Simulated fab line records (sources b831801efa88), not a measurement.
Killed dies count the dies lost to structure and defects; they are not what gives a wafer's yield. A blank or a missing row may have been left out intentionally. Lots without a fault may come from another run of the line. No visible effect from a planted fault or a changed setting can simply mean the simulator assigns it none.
fab line records + flow sky130
[record]
- lots = 13
- wafers = 39
- last_day = 50
route steps=708 shown VT_ADJUST_LVTN@115 VT_ADJUST_PCH@151 SONOS_TUNNEL@162 SONOS_ONO@169 PAD_OPEN@708
lots with no fault: from the same line, run without faults
start_h: hours from the record's opening day to when the first of the lot's shown wafers began + wait_h: hours from the lot's prior step to this one + " same as the row above + L1.1+2: a single row standing in for several wafers + - either no value or no given start + * or withheld: withheld + < > ~ a bound
route shown NAME@n: a module of which the file shows steps, and the number in the route of the first + usual: average and standard deviation across the fault-free wafers + same: alike in all rows + chamber/n: place in a boat + sites: each site's reading + _std_site: the standard deviation of these + _edge_site: mean of outer sites minus mean of inner sites + radius_mm: how far each site lies from the wafer's centre + mask NAME#n: copy n + behind: tool/chamber where the wafer was last shaped + hold: cause of the lot's hold/its duration in hours/its outcome + device: which transistor (n, p or np) failed to switch + end of line: the route-end tests of the same wafers + a step without rows: its recipe alone + killed: not the wafer's yield, but the dies lost to structure and defects at the first sort + map: per-die view of a wafer (x killed, . not killed, _ where there is no die)
set.NAME: the setting as run; set.NAME@STEP: as run at that earlier step + model.NAME: the simulator's own value behind a step, which no gauge read
one table for each step of the route and one row for each wafer, over a sample of lots
services: a tool's chamber out of use, with start hour (start_h, from the record's first day; less than 0 if before it), hours out, and reason
[[steps]]
[step SKY_VT_ADJUST_LVTN_OVL_MEAS_18]
[usual]
- VT_ADJUST_LVTN_01_OVL = -0.8/1.6
| lot.wafer | tool       | chamber | start_h | wait_h | VT_ADJUST_LVTN_01_OVL[nm] |
|-----------|------------|---------|---------|--------|---------------------------|
| L686.2    | overlay-01 | -       | 172.72  | 0.1    | 1.2                       |
| L686.3    | "          | -       | "       | "      | 2.5                       |
| L686.4    | "          | -       | "       | "      | 2.7                       |
| L687.2    | overlay-01 | -       | 177.51  | 0.1    | -0.1                      |
| L687.5    | "          | -       | "       | "      | 0.3                       |
| L687.6    | "          | -       | "       | "      | -0.4                      |
| L688.3    | overlay-02 | -       | 188.77  | 0.1    | -3.4                      |
| L688.4    | "          | -       | "       | "      | -2.1                      |
| L688.6    | "          | -       | "       | "      | -2.9                      |
| L692.3    | overlay-01 | -       | 213.17  | 0.1    | -0.9                      |
| L692.4    | "          | -       | "       | "      | 0.3                       |
| L692.5    | "          | -       | "       | "      | -0.4                      |
| L691.4    | overlay-02 | -       | 214.59  | 0.1    | -0.1                      |
| L691.5    | "          | -       | "       | "      | -0.1                      |
| L691.6    | "          | -       | "       | "      | -1.4                      |
| L693.2    | overlay-01 | -       | 221.77  | 0.1    | -2.4                      |
| L693.4    | "          | -       | "       | "      | -0.1                      |
| L693.5    | "          | -       | "       | "      | -1.8                      |
| L699.1    | overlay-02 | -       | 270.17  | 0.1    | -0.1                      |
| L699.3    | "          | -       | "       | "      | 0.0                       |
| L699.5    | "          | -       | "       | "      | -0.3                      |
| L700.3    | overlay-01 | -       | 272.92  | 0.1    | 0.3                       |
| L700.5    | "          | -       | "       | "      | -1.8                      |
| L700.6    | "          | -       | "       | "      | 0.1                       |
| L702.2    | overlay-02 | -       | 283.37  | 0.1    | -0.5                      |
| L702.3    | "          | -       | "       | "      | -0.7                      |
| L702.4    | "          | -       | "       | "      | 0.1                       |
| L703.2    | overlay-01 | -       | 288.47  | 0.1    | -2.0                      |
| L703.3    | "          | -       | "       | "      | -2.6                      |
| L703.4    | "          | -       | "       | "      | -2.1                      |
| L705.2    | overlay-01 | -       | 304.07  | 0.1    | 0.1                       |
| L705.4    | "          | -       | "       | "      | 0.0                       |
| L705.6    | "          | -       | "       | "      | 0.2                       |
| L706.1    | overlay-01 | -       | 316.17  | 0.1    | -0.8                      |
| L706.4    | "          | -       | "       | "      | -0.4                      |
| L706.6    | "          | -       | "       | "      | -0.2                      |
| L707.1    | overlay-02 | -       | 319.31  | 0.1    | -2.4                      |
| L707.2    | "          | -       | "       | "      | -2.1                      |
| L707.4    | "          | -       | "       | "      | -3.2                      |
[step SKY_VT_ADJUST_PCH_IMPLANT_08]
[recipe]
- species = B
- energy_kev = 10
- dose_cm2 = 5e+11
- tilt_deg = withheld
[usual]
- beam_on_s = 10.01/0.19
- end_station_pressure_torr = 5.01e-06/2.8e-07
- faraday_current_uA = 2.82/0.054
| lot.wafer | tool         | chamber | start_h | wait_h | beam_on_s | end_station_pressure_torr | faraday_current_uA |
|-----------|--------------|---------|---------|--------|-----------|---------------------------|--------------------|
| L686.2    | implanter-01 | 0       | 237.62  | 0.0    | 10.45     | 5.14e-06                  | 2.69               |
| L686.3    | "            | 0       | "       | "      | 10.16     | 4.76e-06                  | 2.78               |
| L686.4    | "            | 0       | "       | "      | 9.60      | 5.09e-06                  | 2.93               |
| L687.2    | implanter-03 | 0       | 244.48  | 0.0    | 10.08     | 4.92e-06                  | 2.78               |
| L687.5    | "            | 0       | "       | "      | 10.21     | 4.65e-06                  | 2.76               |
| L687.6    | "            | 0       | "       | "      | 9.51      | 4.73e-06                  | 2.96               |
| L688.3    | implanter-02 | 0       | 257.75  | 0.1    | 9.89      | 5.08e-06                  | 2.85               |
| L688.4    | "            | 0       | "       | "      | 9.94      | 5.05e-06                  | 2.83               |
| L688.6    | "            | 0       | "       | "      | 9.62      | 4.57e-06                  | 2.92               |
| L692.3    | implanter-01 | 0       | 285.05  | 0.1    | 11.89     | 8.464e-05                 | 2.41               |
| L692.4    | "            | 0       | "       | "      | 12.20     | 9.568e-05                 | 2.35               |
| L692.5    | "            | 0       | "       | "      | 12.33     | 9.661e-05                 | 2.31               |
| L691.4    | implanter-02 | 0       | 285.57  | 0.1    | 9.73      | 5.41e-06                  | 2.90               |
| L691.5    | "            | 0       | "       | "      | 9.78      | 5.02e-06                  | 2.89               |
| L691.6    | "            | 0       | "       | "      | 10.01     | 5e-06                     | 2.81               |
| L693.2    | implanter-01 | 0       | 294.77  | 0.0    | 12.24     | 9.602e-05                 | 2.32               |
| L693.4    | "            | 0       | "       | "      | 11.90     | 8.973e-05                 | 2.39               |
| L693.5    | "            | 0       | "       | "      | 12.03     | 9.593e-05                 | 2.38               |
| L699.1    | implanter-02 | 0       | 348.95  | 0.0    | 9.80      | 4.81e-06                  | 2.87               |
| L699.3    | "            | 0       | "       | "      | 9.82      | 5.34e-06                  | 2.87               |
| L699.5    | "            | 0       | "       | "      | 10.11     | 5.26e-06                  | 2.80               |
| L700.3    | implanter-02 | 0       | 351.65  | 0.1    | 9.91      | 4.98e-06                  | 2.83               |
| L700.5    | "            | 0       | "       | "      | 10.11     | 4.54e-06                  | 2.79               |
| L700.6    | "            | 0       | "       | "      | 10.05     | 5.75e-06                  | 2.82               |
| L702.2    | implanter-01 | 0       | 363.98  | 0.0    | 9.67      | 5.25e-06                  | 2.91               |
| L702.3    | "            | 0       | "       | "      | 9.84      | 4.57e-06                  | 2.86               |
| L702.4    | "            | 0       | "       | "      | 10.42     | 5.22e-06                  | 2.70               |
| L703.2    | implanter-01 | 0       | 368.88  | 0.0    | 10.19     | 5.07e-06                  | 2.76               |
| L703.3    | "            | 0       | "       | "      | 10.11     | 5.15e-06                  | 2.79               |
| L703.4    | "            | 0       | "       | "      | 9.92      | 5e-06                     | 2.83               |
| L705.2    | implanter-01 | 0       | 386.23  | 0.0    | 10.20     | 4.62e-06                  | 2.76               |
| L705.4    | "            | 0       | "       | "      | 9.95      | 4.72e-06                  | 2.84               |
| L705.6    | "            | 0       | "       | "      | 9.95      | 5.37e-06                  | 2.84               |
| L706.1    | implanter-03 | 0       | 398.95  | 0.0    | 9.92      | 5.02e-06                  | 2.84               |
| L706.4    | "            | 0       | "       | "      | 9.98      | 5.1e-06                   | 2.82               |
| L706.6    | "            | 0       | "       | "      | 10.09     | 5.77e-06                  | 2.80               |
| L707.1    | implanter-03 | 0       | 403.10  | 0.0    | 9.92      | 5.4e-06                   | 2.84               |
| L707.2    | "            | 0       | "       | "      | 10.44     | 5.08e-06                  | 2.69               |
| L707.4    | "            | 0       | "       | "      | 10.05     | 4.83e-06                  | 2.81               |
[step SKY_VT_ADJUST_PCH_TW_MEAS_10]
[usual]
- VT_ADJUST_PCH_TW = 141.9/1.8
| lot.wafer | tool          | chamber | start_h | wait_h | VT_ADJUST_PCH_TW |
|-----------|---------------|---------|---------|--------|------------------|
| L686.2    | film_metro-02 | -       | 237.86  | 0.1    | 142.8            |
| L686.3    | "             | -       | "       | "      | 142.9            |
| L686.4    | "             | -       | "       | "      | 142.8            |
| L687.2    | film_metro-01 | -       | 244.71  | 0.1    | 142.6            |
| L687.5    | "             | -       | "       | "      | 142.3            |
| L687.6    | "             | -       | "       | "      | 142.1            |
| L688.3    | film_metro-02 | -       | 257.97  | 0.1    | 143.3            |
| L688.4    | "             | -       | "       | "      | 143.2            |
| L688.6    | "             | -       | "       | "      | 143.0            |
| L692.3    | film_metro-01 | -       | 285.27  | 0.1    | 149.4            |
| L692.4    | "             | -       | "       | "      | 150.8            |
| L692.5    | "             | -       | "       | "      | 149.2            |
| L691.4    | film_metro-01 | -       | 285.78  | 0.1    | 142.4            |
| L691.5    | "             | -       | "       | "      | 141.6            |
| L691.6    | "             | -       | "       | "      | 141.5            |
| L693.2    | film_metro-03 | -       | 295.01  | 0.1    | 147.3            |
| L693.4    | "             | -       | "       | "      | 147.8            |
| L693.5    | "             | -       | "       | "      | 147.0            |
| L699.1    | film_metro-03 | -       | 349.20  | 0.1    | 140.3            |
| L699.3    | "             | -       | "       | "      | 140.5            |
| L699.5    | "             | -       | "       | "      | 139.4            |
| L700.3    | film_metro-01 | -       | 351.87  | 0.1    | 142.3            |
| L700.5    | "             | -       | "       | "      | 142.9            |
| L700.6    | "             | -       | "       | "      | 142.5            |
| L702.2    | film_metro-02 | -       | 364.21  | 0.1    | 144.7            |
| L702.3    | "             | -       | "       | "      | 145.1            |
| L702.4    | "             | -       | "       | "      | 143.8            |
| L703.2    | film_metro-02 | -       | 369.12  | 0.1    | 144.1            |
| L703.3    | "             | -       | "       | "      | 144.1            |
| L703.4    | "             | -       | "       | "      | 144.2            |
| L705.2    | film_metro-03 | -       | 386.47  | 0.1    | 139.5            |
| L705.4    | "             | -       | "       | "      | 141.0            |
| L705.6    | "             | -       | "       | "      | 139.8            |
| L706.1    | film_metro-03 | -       | 399.20  | 0.1    | 139.5            |
| L706.4    | "             | -       | "       | "      | 140.2            |
| L706.6    | "             | -       | "       | "      | 139.9            |
| L707.1    | film_metro-03 | -       | 403.35  | 0.1    | 139.2            |
| L707.2    | "             | -       | "       | "      | 139.6            |
| L707.4    | "             | -       | "       | "      | 140.4            |
[step SKY_SONOS_TUNNEL_OVL_MEAS_08]
[usual]
- SONOS_TUNNEL_OVL = 0.4/1.2
| lot.wafer | tool       | chamber | start_h | wait_h | SONOS_TUNNEL_OVL[nm] |
|-----------|------------|---------|---------|--------|----------------------|
| L686.2    | overlay-01 | -       | 261.74  | 0.1    | 0.3                  |
| L686.3    | "          | -       | "       | "      | -1.0                 |
| L686.4    | "          | -       | "       | "      | 0.3                  |
| L687.2    | overlay-01 | -       | 268.63  | 0.1    | 0.2                  |
| L687.5    | "          | -       | "       | "      | 1.5                  |
| L687.6    | "          | -       | "       | "      | 1.6                  |
| L688.3    | overlay-02 | -       | 282.60  | 0.1    | -2.9                 |
| L688.4    | "          | -       | "       | "      | -1.3                 |
| L688.6    | "          | -       | "       | "      | -0.6                 |
| L692.3    | overlay-02 | -       | 310.40  | 0.1    | 3.1                  |
| L692.4    | "          | -       | "       | "      | 3.0                  |
| L692.5    | "          | -       | "       | "      | 2.1                  |
| L691.4    | overlay-02 | -       | 311.67  | 0.1    | 0.0                  |
| L691.5    | "          | -       | "       | "      | 0.3                  |
| L691.6    | "          | -       | "       | "      | -1.4                 |
| L693.2    | overlay-02 | -       | 320.73  | 0.1    | 1.1                  |
| L693.4    | "          | -       | "       | "      | 1.1                  |
| L693.5    | "          | -       | "       | "      | 0.7                  |
| L699.1    | overlay-02 | -       | 377.53  | 0.1    | -0.4                 |
| L699.3    | "          | -       | "       | "      | -0.5                 |
| L699.5    | "          | -       | "       | "      | 0.3                  |
| L700.3    | overlay-02 | -       | 380.70  | 0.1    | -0.8                 |
| L700.5    | "          | -       | "       | "      | -0.3                 |
| L700.6    | "          | -       | "       | "      | -1.5                 |
| L702.2    | overlay-02 | -       | 392.38  | 0.1    | -0.9                 |
| L702.3    | "          | -       | "       | "      | -0.7                 |
| L702.4    | "          | -       | "       | "      | -0.9                 |
| L703.2    | overlay-01 | -       | 397.53  | 0.1    | 1.4                  |
| L703.3    | "          | -       | "       | "      | 0.6                  |
| L703.4    | "          | -       | "       | "      | 2.2                  |
| L705.2    | overlay-01 | -       | 415.23  | 0.1    | 3.4                  |
| L705.4    | "          | -       | "       | "      | 2.1                  |
| L705.6    | "          | -       | "       | "      | 3.8                  |
| L706.1    | overlay-02 | -       | 428.89  | 0.1    | 2.3                  |
| L706.4    | "          | -       | "       | "      | 1.1                  |
| L706.6    | "          | -       | "       | "      | 0.0                  |
| L707.1    | overlay-01 | -       | 433.73  | 0.1    | 0.6                  |
| L707.2    | "          | -       | "       | "      | 0.3                  |
| L707.4    | "          | -       | "       | "      | 1.5                  |
[step SKY_SONOS_ONO_THK_MEAS_01]
[recipe]
- reads = SiO2_of_SONOS_ONO_OXIDATION_00
[usual]
- SONOS_ONO_OXIDATION_THK = 2.61/0.063
| lot.wafer | tool          | chamber | start_h | wait_h | SONOS_ONO_OXIDATION_THK[nm] |
|-----------|---------------|---------|---------|--------|-----------------------------|
| L686.2    | film_metro-03 | -       | 264.64  | 0.0    | 2.69                        |
| L686.3    | "             | -       | "       | "      | 2.67                        |
| L686.4    | "             | -       | "       | "      | 2.60                        |
| L687.2    | film_metro-03 | -       | 271.55  | 0.0    | 2.59                        |
| L687.5    | "             | -       | "       | "      | 2.61                        |
| L687.6    | "             | -       | "       | "      | 2.58                        |
| L688.3    | film_metro-03 | -       | 285.41  | 0.0    | 2.63                        |
| L688.4    | "             | -       | "       | "      | 2.63                        |
| L688.6    | "             | -       | "       | "      | 2.62                        |
| L692.3    | film_metro-04 | -       | 312.28  | 0.0    | 2.60                        |
| L692.4    | "             | -       | "       | "      | 2.62                        |
| L692.5    | "             | -       | "       | "      | 2.55                        |
| L691.4    | film_metro-04 | -       | 313.64  | 0.0    | 2.49                        |
| L691.5    | "             | -       | "       | "      | 2.56                        |
| L691.6    | "             | -       | "       | "      | 2.51                        |
| L693.2    | film_metro-04 | -       | 322.99  | 0.0    | 2.53                        |
| L693.4    | "             | -       | "       | "      | 2.57                        |
| L693.5    | "             | -       | "       | "      | 2.46                        |
| L699.1    | film_metro-04 | -       | 380.41  | 0.0    | 2.61                        |
| L699.3    | "             | -       | "       | "      | 2.64                        |
| L699.5    | "             | -       | "       | "      | 2.61                        |
| L700.3    | film_metro-03 | -       | 384.30  | 0.0    | 2.59                        |
| L700.5    | "             | -       | "       | "      | 2.65                        |
| L700.6    | "             | -       | "       | "      | 2.59                        |
| L702.2    | film_metro-02 | -       | 394.26  | 0.0    | 2.67                        |
| L702.3    | "             | -       | "       | "      | 2.71                        |
| L702.4    | "             | -       | "       | "      | 2.71                        |
| L703.2    | film_metro-03 | -       | 400.39  | 0.0    | 2.61                        |
| L703.3    | "             | -       | "       | "      | 2.68                        |
| L703.4    | "             | -       | "       | "      | 2.68                        |
| L705.2    | film_metro-04 | -       | 417.20  | 0.0    | 2.51                        |
| L705.4    | "             | -       | "       | "      | 2.56                        |
| L705.6    | "             | -       | "       | "      | 2.57                        |
| L706.1    | film_metro-04 | -       | 432.55  | 0.0    | 2.75                        |
| L706.4    | "             | -       | "       | "      | 2.77                        |
| L706.6    | "             | -       | "       | "      | 2.72                        |
| L707.1    | film_metro-02 | -       | 435.96  | 0.0    | 2.48                        |
| L707.2    | "             | -       | "       | "      | 2.49                        |
| L707.4    | "             | -       | "       | "      | 2.54                        |
[step SKY_PAD_OPEN_PROBE_99]
[usual]
- killed_at_M0_to_M3 = 43/6.7
- killed_at_M4_up = 3.2/1.9
- killed_at_contacts = 24/5.9
- killed_at_front_end = 15/4.1
- killed_at_other = 0.3/0.56
- killed_dies = 86/9.5
- killed_open = 47/7.4
- killed_short = 39/5.5
[same]
- gross_dies = 492
- killed_at_back_side = 0
| lot.wafer | tool      | chamber | start_h | wait_h | killed_at_M0_to_M3 | killed_at_M4_up | killed_at_contacts | killed_at_front_end | killed_at_other | killed_dies | killed_open | killed_short |
|-----------|-----------|---------|---------|--------|--------------------|-----------------|--------------------|---------------------|-----------------|-------------|-------------|--------------|
| L693.2    | prober-01 | -       | 1131.68 | 0.1    | 56                 | 4               | 26                 | 10                  | 0               | 96          | 50          | 46           |
| L693.4    | prober-01 | -       | 1131.78 | 0.2    | 47                 | 4               | 21                 | 17                  | 0               | 89          | 52          | 37           |
| L693.5    | prober-01 | -       | 1131.83 | 0.2    | 57                 | 10              | 28                 | 12                  | 1               | 108         | 52          | 56           |
// killed by level:class
L693.2 VIA1:geometric_particle:open=10 CONTACT:geometric_particle:open=8 LI_CONTACT:geometric_particle:short=7 VIA3:geometric_particle:open=7 VIA2:geometric_particle:open=7 METAL2:geometric_particle:short=6 LI_CONTACT:geometric_particle:open=6 METAL3:geometric_particle:short=6
L693.4 VIA1:geometric_particle:open=12 VIA3:geometric_particle:open=10 VIA2:geometric_particle:open=8 CONTACT:geometric_particle:open=8 METAL2:geometric_particle:short=6 POLY_GATE:geometric_particle:short=5 LI_CONTACT:geometric_particle:open=5 CONTACT:geometric_particle:short=4
L693.5 CONTACT:geometric_particle:open=12 VIA1:geometric_particle:open=12 METAL1:geometric_particle:short=11 METAL2:geometric_particle:short=11 METAL4:geometric_particle:short=8 CONTACT:geometric_particle:short=6 LI_CONTACT:geometric_particle:open=5 VIA1:geometric_particle:short=5
[[services]]
| tool         | chamber | start_h | hours | kind   |
|--------------|---------|---------|-------|--------|
| implanter-01 | -       | 224.38  | 3.3   | pm     |
| implanter-03 | -       | 228.01  | 4.3   | repair |
| implanter-03 | -       | 260.37  | 1.6   | repair |
| implanter-03 | -       | 262.68  | 1.8   | repair |
| implanter-02 | -       | 323.43  | 2.8   | pm     |
| implanter-03 | -       | 359.22  | 3.7   | repair |
[[key]]
[first_sign]
- step = SKY_VT_ADJUST_PCH_IMPLANT_08
- reading = end_station_pressure_torr
- direction = up
- sigmas = 99+
- usual = 5.01e-06
- struck = 9.31e-05
[effect]
- step = SKY_VT_ADJUST_PCH_IMPLANT_08
- reading = beam_on_s
- direction = up
- sigmas = 11
- usual = 10.01
- struck = 12.10
[effect]
- step = SKY_VT_ADJUST_PCH_TW_MEAS_10
- reading = VT_ADJUST_PCH_TW
- direction = up
- sigmas = 3.7
- usual = 141.9
- struck = 148.6
met_at SKY_VT_ADJUST_PCH_IMPLANT_08
struck_lots L692,L693
tester_left_out L692,L693
not_acting_at SKY_VT_ADJUST_LVTN_OVL_MEAS_18,SKY_SONOS_TUNNEL_OVL_MEAS_08,SKY_SONOS_ONO_THK_MEAS_01
onset_between 237.62 285.05
[fault]
- kind = process_parameter_drift
- tool = implanter-01
- chamber = -
- onset_h = 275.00
- steps = SKY_VT_ADJUST_PCH_IMPLANT_08
- channel = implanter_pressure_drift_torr
- offset = 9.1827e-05
- shape = step
- end_h = 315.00
[fault]
- kind = process_parameter_drift
- tool = implanter-01
- chamber = -
- onset_h = 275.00
- steps = SKY_VT_ADJUST_PCH_IMPLANT_08
- channel = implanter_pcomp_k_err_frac
- offset = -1
- shape = step
- end_h = 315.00
// tester_left_out: of these lots the tester's yield and bins aren't shown, on N5 and GAA mostly nor the transistor test; their killed dies are dies lost to structure and defects alone, not to doping, threshold or leakage, so they don't give the yield
